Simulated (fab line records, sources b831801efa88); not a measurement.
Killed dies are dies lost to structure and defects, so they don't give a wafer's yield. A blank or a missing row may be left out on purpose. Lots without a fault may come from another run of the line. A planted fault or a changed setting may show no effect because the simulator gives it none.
fab line records | flow gf180mcu
record lots=14 wafers=41 last_day=33
route steps=602 shown LVPWELL@62 VT_IMPLANT@130 HV_LDD@195 NSD@247
lots that met no fault: from a run of the same line without faults
start_h: hours from the record's first day to the start of the lot's first wafer shown | wait_h: hours since the lot's step before | " the same as in the row above | L1.1+2: a row that stands for several wafers | - no value, or no start given | * or withheld: withheld | < > ~ a bound
route shown NAME@n: a module of which the file shows steps, and the number in the route of the first | usual: mean/standard deviation of fault-free wafers | same: alike in all rows | chamber/n: place in a boat | sites: the reading at each site | _std_site: their standard deviation | _edge_site: outer sites' mean less inner sites' | radius_mm: how far each site lies from the wafer's centre | mask NAME#n: copy n | behind: the tool/chamber that last shaped the wafer | hold: why the lot was held/for how many hours/how that ended | device: the transistor (n, p or np) that didn't switch | end of line: the same wafers' tests at the end of the route | a step without rows: its recipe alone | killed: dies lost to structure and defects at the first sort, not the wafer's yield | map: a wafer's dies, x killed, . not, _ none there
set.NAME: the setting as run; set.NAME@STEP: as run at that earlier step | model.NAME: the simulator's own value behind a step, which no gauge read
steps of the route over a sample of lots; a table a step, a row a wafer
services: from which hour (start_h, from the record's first day; less than 0 if before it) a tool's chamber was out of use, for how many hours, and why
## steps
# step GF_LVPWELL_IMPLANT_08
# recipe species=B energy_kev=170 dose_cm2=1.5e+13 tilt_deg=0
# usual dose_ions_cm2=1.5002e+13/1.6e+10 implant_ion_amu=11/0
# columns lot.wafer tool chamber start_h wait_h dose_ions_cm2 implant_ion_amu
L725.2 implanter-04 0 73.02 0.0 1.4986e+13 11
L725.4 " 0 " " 1.4998e+13 11
L725.5 " 0 " " 1.4982e+13 11
L726.1 implanter-01 0 80.04 0.0 1.497e+13 11
L726.2 " 0 " " 1.4979e+13 11
L726.6 " 0 " " 1.4966e+13 11
L727.1 implanter-01 0 86.78 0.0 1.4982e+13 11
L727.4 " 0 " " 1.5013e+13 11
L727.6 " 0 " " 1.5012e+13 11
L728.2 implanter-01 0 90.55 0.0 1.5015e+13 11
L728.3 " 0 " " 1.4971e+13 11
L728.6 " 0 " " 1.4998e+13 11
L729.2 implanter-03 0 92.47 0.0 1.5006e+13 11
L729.4 " 0 " " 1.5021e+13 11
L729.6 " 0 " " 1.503e+13 11
L730.4 implanter-03 0 94.85 0.1 1.4996e+13 11
L730.5 " 0 " " 1.5006e+13 11
L730.6 " 0 " " 1.5027e+13 11
L731.2 implanter-03 0 103.65 0.0 1.5021e+13 11
L731.5 " 0 " " 1.5001e+13 11
L731.6 " 0 " " 1.4985e+13 11
L732.1 implanter-01 0 112.74 0.0 1.4997e+13 11
L732.4 " 0 " " 1.5019e+13 11
L733.1 implanter-03 0 116.58 0.0 1.5044e+13 11
L733.2 " 0 " " 1.5012e+13 11
L733.3 " 0 " " 1.4987e+13 11
L734.1 implanter-03 0 119.38 0.0 1.5001e+13 11
L734.2 " 0 " " 1.5022e+13 11
L734.5 " 0 " " 1.5006e+13 11
L735.1 implanter-04 0 124.04 0.0 1.4999e+13 11
L735.3 " 0 " " 1.5002e+13 11
L735.5 " 0 " " 1.4988e+13 11
L736.1 implanter-01 0 130.09 0.0 1.5009e+13 11
L736.3 " 0 " " 1.4997e+13 11
L736.5 " 0 " " 1.4994e+13 11
L743.1 implanter-03 0 170.99 0.0 1.502e+13 31
L743.4 " 0 " " 1.5021e+13 31
L743.5 " 0 " " 1.4996e+13 31
L744.1 implanter-01 0 175.89 0.0 1.4988e+13 31
L744.3 " 0 " " 1.4997e+13 31
L744.6 " 0 " " 1.5015e+13 31
# step GF_LVPWELL_TW_MEAS_11
# usual LVPWELL_TW=558/6.1
# columns lot.wafer tool chamber start_h wait_h LVPWELL_TW
L725.2 film_metro-03 - 73.40 0.1 556
L725.4 " - " " 557
L725.5 " - " " 555
L726.1 film_metro-03 - 80.44 0.1 557
L726.2 " - " " 558
L726.6 " - " " 560
L727.1 film_metro-01 - 87.18 0.1 553
L727.4 " - " " 554
L727.6 " - " " 556
L728.2 film_metro-01 - 90.94 0.1 554
L728.3 " - " " 554
L728.6 " - " " 555
L729.2 film_metro-01 - 92.85 0.1 556
L729.4 " - " " 558
L729.6 " - " " 553
L730.4 film_metro-04 - 95.21 0.1 564
L730.5 " - " " 565
L730.6 " - " " 560
L731.2 film_metro-04 - 104.04 0.1 565
L731.5 " - " " 565
L731.6 " - " " 565
L732.1 film_metro-04 - 113.14 0.1 563
L732.4 " - " " 568
L733.1 film_metro-03 - 116.98 0.1 554
L733.2 " - " " 554
L733.3 " - " " 554
L734.1 film_metro-01 - 119.78 0.1 555
L734.2 " - " " 554
L734.5 " - " " 557
L735.1 film_metro-03 - 124.44 0.1 558
L735.3 " - " " 558
L735.5 " - " " 555
L736.1 film_metro-04 - 130.49 0.1 570
L736.3 " - " " 569
L736.5 " - " " 568
L743.1 film_metro-03 - 171.39 0.1 1284
L743.4 " - " " 1280
L743.5 " - " " 1289
L744.1 film_metro-01 - 176.29 0.1 1303
L744.3 " - " " 1293
L744.6 " - " " 1300
# step GF_VT_IMPLANT_OVL_MEAS_40
# usual VT_IMPLANT_03_OVL=-0.8/1.7
# columns lot.wafer tool chamber start_h wait_h VT_IMPLANT_03_OVL[nm]
L725.2 overlay-01 - 160.60 0.1 -0.7
L725.4 " - " " 1.1
L725.5 " - " " -2.0
L726.1 overlay-01 - 169.21 0.1 0.7
L726.2 " - " " -1.4
L726.6 " - " " -1.2
L727.1 overlay-01 - 177.99 0.1 0.5
L727.4 " - " " -2.9
L727.6 " - " " -1.4
L728.2 overlay-01 - 181.20 0.1 1.1
L728.3 " - " " -1.7
L728.6 " - " " 0.6
L729.2 overlay-02 - 185.40 0.1 0.2
L729.4 " - " " -0.2
L729.6 " - " " 0.4
L730.4 overlay-01 - 185.98 0.1 -3.0
L730.5 " - " " -3.7
L730.6 " - " " -3.2
L731.2 overlay-02 - 198.81 0.1 -1.0
L731.5 " - " " 1.7
L731.6 " - " " 1.8
L732.1 overlay-01 - 209.00 0.1 -1.0
L732.4 " - " " -2.6
L733.1 overlay-02 - 213.31 0.1 -0.7
L733.2 " - " " -0.9
L733.3 " - " " -2.6
L734.1 overlay-02 - 217.46 0.1 2.2
L734.2 " - " " 2.7
L734.5 " - " " 0.3
L735.1 overlay-01 - 224.34 0.1 1.2
L735.3 " - " " 0.9
L735.5 " - " " 2.7
L736.1 overlay-01 - 230.41 0.1 -4.5
L736.3 " - " " -6.1
L736.5 " - " " -4.7
L743.1 overlay-01 - 279.64 0.1 -3.2
L743.4 " - " " 0.0
L743.5 " - " " -2.5
L744.1 overlay-01 - 284.39 0.1 -0.2
L744.3 " - " " -0.6
L744.6 " - " " 0.1
# step GF_VT_IMPLANT_RS_MEAS_48
# recipe thk_meas_gauge=four-point-probe
# usual LVPWELL_RS=1197/3.3
# columns lot.wafer tool chamber start_h wait_h LVPWELL_RS[ohm/sq]
L725.2 film_metro-01 - 161.35 0.1 1203
L725.4 " - " " 1203
L725.5 " - " " 1203
L726.1 film_metro-01 - 169.94 0.1 1199
L726.2 " - " " 1197
L726.6 " - " " 1193
L727.1 film_metro-03 - 178.73 0.1 1198
L727.4 " - " " 1196
L727.6 " - " " 1199
L728.2 film_metro-01 - 181.95 0.1 1202
L728.3 " - " " 1205
L728.6 " - " " 1199
L729.2 film_metro-03 - 186.15 0.1 1193
L729.4 " - " " 1195
L729.6 " - " " 1195
L730.4 film_metro-03 - 186.75 0.1 1200
L730.5 " - " " 1200
L730.6 " - " " 1200
L731.2 film_metro-04 - 199.61 0.1 1192
L731.5 " - " " 1196
L731.6 " - " " 1191
L732.1 film_metro-03 - 209.74 0.1 1201
L732.4 " - " " 1198
L733.1 film_metro-03 - 214.05 0.1 1199
L733.2 " - " " 1196
L733.3 " - " " 1200
L734.1 film_metro-03 - 218.19 0.1 1193
L734.2 " - " " 1192
L734.5 " - " " 1196
L735.1 film_metro-03 - 225.08 0.1 1193
L735.3 " - " " 1194
L735.5 " - " " 1193
L736.1 film_metro-03 - 231.14 0.1 1197
L736.3 " - " " 1196
L736.5 " - " " 1193
L743.1 film_metro-01 - 280.38 0.1 -
L743.4 " - " " -
L743.5 " - " " -
L744.1 film_metro-01 - 285.13 0.1 -
L744.3 " - " " -
L744.6 " - " " -
# step GF_HV_LDD_CD_MEAS_19
# recipe target_cd_nm=400
# usual cd_nm=399.5/2.2
# columns lot.wafer tool chamber start_h wait_h cd_nm
L725.2 cd_sem-02 - 238.62 0.1 397.0
L725.4 " - " " 395.8
L725.5 " - " " 399.6
L726.1 cd_sem-02 - 247.00 0.1 398.4
L726.2 " - " " 399.8
L726.6 " - " " 400.8
L727.1 cd_sem-01 - 258.40 0.1 399.5
L727.4 " - " " 398.5
L727.6 " - " " 396.8
L728.2 cd_sem-01 - 261.22 0.1 399.9
L728.3 " - " " 400.5
L728.6 " - " " 401.1
L729.2 cd_sem-01 - 267.62 0.1 400.4
L729.4 " - " " 399.6
L729.6 " - " " 397.0
L730.4 cd_sem-02 - 268.22 0.1 405.7
L730.5 " - " " 405.6
L730.6 " - " " 405.0
L731.2 cd_sem-01 - 281.63 0.1 398.1
L731.5 " - " " 401.5
L731.6 " - " " 399.5
L732.1 cd_sem-01 - 293.35 0.1 396.6
L732.4 " - " " 395.4
L733.1 cd_sem-01 - 296.60 0.1 398.4
L733.2 " - " " 400.0
L733.3 " - " " 399.9
L734.1 cd_sem-01 - 300.45 0.1 396.2
L734.2 " - " " 396.5
L734.5 " - " " 396.0
L735.1 cd_sem-02 - 309.65 0.1 399.2
L735.3 " - " " 401.3
L735.5 " - " " 400.8
L736.1 cd_sem-01 - 314.90 0.1 399.0
L736.3 " - " " 396.2
L736.5 " - " " 396.6
L743.1 cd_sem-02 - 374.96 0.1 400.6
L743.4 " - " " 403.0
L743.5 " - " " 399.7
L744.1 cd_sem-02 - 378.20 0.1 398.9
L744.3 " - " " 399.7
L744.6 " - " " 399.0
# step GF_NSD_TW_MEAS_12
# usual NSD_TW=4200/76
# columns lot.wafer tool chamber start_h wait_h NSD_TW
L725.2 film_metro-02 - 301.26 0.1 4091
L725.4 " - " " 4108
L725.5 " - " " 4103
L726.1 film_metro-02 - 310.25 0.1 4115
L726.2 " - " " 4147
L726.6 " - " " 4138
L727.1 film_metro-02 - 322.51 0.1 4171
L727.4 " - " " 4174
L727.6 " - " " 4170
L728.2 film_metro-02 - 324.96 0.1 4163
L728.3 " - " " 4157
L728.6 " - " " 4154
L729.2 film_metro-02 - 333.67 0.1 4191
L729.4 " - " " 4162
L729.6 " - " " 4180
L730.4 film_metro-04 - 334.99 0.1 4314
L730.5 " - " " 4303
L730.6 " - " " 4311
L731.2 film_metro-04 - 347.39 0.1 4263
L731.5 " - " " 4300
L731.6 " - " " 4282
L732.1 film_metro-02 - 361.26 0.1 4130
L732.4 " - " " 4155
L733.1 film_metro-01 - 364.14 0.1 4209
L733.2 " - " " 4219
L733.3 " - " " 4225
L734.1 film_metro-02 - 368.21 0.1 4133
L734.2 " - " " 4154
L734.5 " - " " 4146
L735.1 film_metro-02 - 378.46 0.1 4127
L735.3 " - " " 4125
L735.5 " - " " 4128
L736.1 film_metro-04 - 383.46 0.1 4319
L736.3 " - " " 4336
L736.5 " - " " 4306
L743.1 film_metro-02 - 450.64 0.1 4115
L743.4 " - " " 4139
L743.5 " - " " 4129
L744.1 film_metro-02 - 453.41 0.1 4128
L744.3 " - " " 4103
L744.6 " - " " 4113
## services
# columns tool chamber start_h hours kind
implanter-03 - 71.18 1.5 repair
implanter-04 - 119.20 3.9 repair
implanter-03 - 129.00 6.6 repair
## key
first_sign step=GF_LVPWELL_IMPLANT_08 reading=implant_ion_amu direction=up sigmas=99+ usual=11 struck=31
effect step=GF_LVPWELL_TW_MEAS_11 reading=LVPWELL_TW direction=up sigmas=99+ usual=558 struck=1291
effect step=GF_VT_IMPLANT_RS_MEAS_48 reading=LVPWELL_RS direction=missing
met_at GF_LVPWELL_IMPLANT_08
struck_lots L743,L744
sort_left_out L743.1,L743.4,L743.5,L744.1,L744.3,L744.6
tester_left_out L743,L744
not_acting_at GF_VT_IMPLANT_OVL_MEAS_40,GF_HV_LDD_CD_MEAS_19,GF_NSD_TW_MEAS_12
onset_between 130.09 170.99
fault kind=wrong_recipe_download tool=implanter-01,implanter-03,implanter-04 chamber=- onset_h=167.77 steps=GF_LVPWELL_IMPLANT_08 wrong_recipe.not_listed=1
# tester_left_out: of these lots the tester's yield and bins aren't shown, on N5 and GAA mostly nor the transistor test; their killed dies are dies lost to structure and defects alone, not to doping, threshold or leakage, so they don't give the yield
# sort_left_out: the simulated sort isn't trusted on such a fault, so these wafers' sort isn't shown, and their yield isn't known
